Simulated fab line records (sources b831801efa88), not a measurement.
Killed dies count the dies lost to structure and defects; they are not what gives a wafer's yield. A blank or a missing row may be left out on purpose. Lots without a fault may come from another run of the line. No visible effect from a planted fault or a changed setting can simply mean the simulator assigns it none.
Chamber matching | flow gf180mcu | GF_V4_CMP_04 on cmp-01 has 4 sister chambers
The step polishes SiO2. 8 wafers are shown with their chamber, then 7 later ones without.

## WAFERS, EACH WITH ITS CHAMBER
wafer  | chamber | motor-current-A (A) | time-to-endpoint-s (s)
L950.2 | 2       | 10.7                | 73
L953.5 | 1       | 12.3                | 78
L953.6 | 0       | 12.9                | 89
L954.2 | 1       | 12.0                | 74
L954.3 | 0       | 13.2                | 73
L954.6 | 3       | 10.7                | 83
L965.2 | 2       | 10.3                | 74
L965.3 | 3       | 11.5                | 70

## WAFERS WHOSE CHAMBER IS MISSING
wafer  | motor-current-A (A) | time-to-endpoint-s (s)
L965.4 | 13.3                | 80
L967.2 | 11.6                | 84
L967.5 | 11.2                | 84
L967.6 | 12.0                | 89
L972.2 | 12.5                | 84
L972.5 | 11.9                | 83
L972.6 | 10.8                | 83

## WHICH CHAMBER EACH WENT THROUGH
wafer  | from the rows above          | in truth
L965.4 | 0                            | 0
L967.2 | can't be placed: 3 or 1 or 2 | 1
L967.5 | can't be placed: 3 or 2 or 1 | 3
L967.6 | can't be placed: 1 or 3 or 0 | 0
L972.2 | can't be placed: 1 or 0      | 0
L972.5 | can't be placed: 1 or 3      | 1
L972.6 | can't be placed: 3 or 2      | 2
Correct placement for 1 of the 7. From these rows, 6 cannot be placed; in 6 the true chamber is one of the candidates. Number placed wrongly: 0.
How it was worked out, from the rows above alone: a wafer's distance from a chamber is the root of the sum, over the readings, of the square of ((its reading less the chamber's mean) divided by the reading's scatter). The wafer belongs to the nearest chamber; if the next one is less than 2 further off, it can't be placed. For every chamber, the mean is computed from those of its wafers that are shown. The scatter is the square root of a quotient: the sum, over the shown wafers, of each reading's squared deviation from its chamber's mean, divided by wafers minus chambers.
